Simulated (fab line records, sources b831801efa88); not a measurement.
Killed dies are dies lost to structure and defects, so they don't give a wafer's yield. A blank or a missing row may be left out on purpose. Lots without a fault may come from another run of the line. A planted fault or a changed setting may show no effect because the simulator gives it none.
Chamber matching | flow sky130 | SKY_VIA3_CMP_02 on cmp-02: 4 sister chambers
The step polishes SiO2. 4 wafers are shown with their chamber, then 12 later ones without.

WAFERS WITH THEIR CHAMBER
wafer  | chamber | motor_current_A (A)
L092.6 | 2       | 10.8
L092.1 | 1       | 12.3
L093.3 | 0       | 9.4
L093.5 | 3       | 11.3

WAFERS WITHOUT THEIR CHAMBER
wafer  | motor_current_A (A)
L094.1 | 11.2
L094.3 | 11.2
L094.6 | 11.7
L094.2 | 12.2
L094.4 | 9.6
L094.5 | 11.9
L095.1 | 11.4
L095.4 | 10.9
L095.5 | 9.4
L096.3 | 11.9
L096.5 | 11.6
L096.6 | 12.3

WHICH CHAMBER EACH WENT THROUGH
wafer  | from the rows above     | in truth
L094.1 | can't be placed: 3 or 2 | 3
L094.3 | can't be placed: 3 or 2 | 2
L094.6 | can't be placed: 3 or 1 | 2
L094.2 | 1                       | 1
L094.4 | 0                       | 0
L094.5 | can't be placed: 1 or 3 | 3
L095.1 | 3                       | 3
L095.4 | can't be placed: 2 or 3 | 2
L095.5 | 0                       | 0
L096.3 | can't be placed: 1 or 3 | 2
L096.5 | can't be placed: 3 or 1 | 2
L096.6 | 1                       | 1
Placed correctly: 5 of 12. Can't be placed from these rows: 7 (the true chamber is among the candidates in 4). Placed wrongly: 0.
How it was worked out, from the rows above alone: a wafer's distance from a chamber is the root of the sum, over the readings, of the square of ((its reading less the chamber's mean) divided by the reading's scatter). The wafer belongs to the nearest chamber; if the next one is less than 2 further off, it can't be placed. A chamber's mean is the mean of its shown wafers. The scatter: with one shown wafer a chamber, the root of the mean of the squares of how far each hidden wafer lies from its nearest shown one.
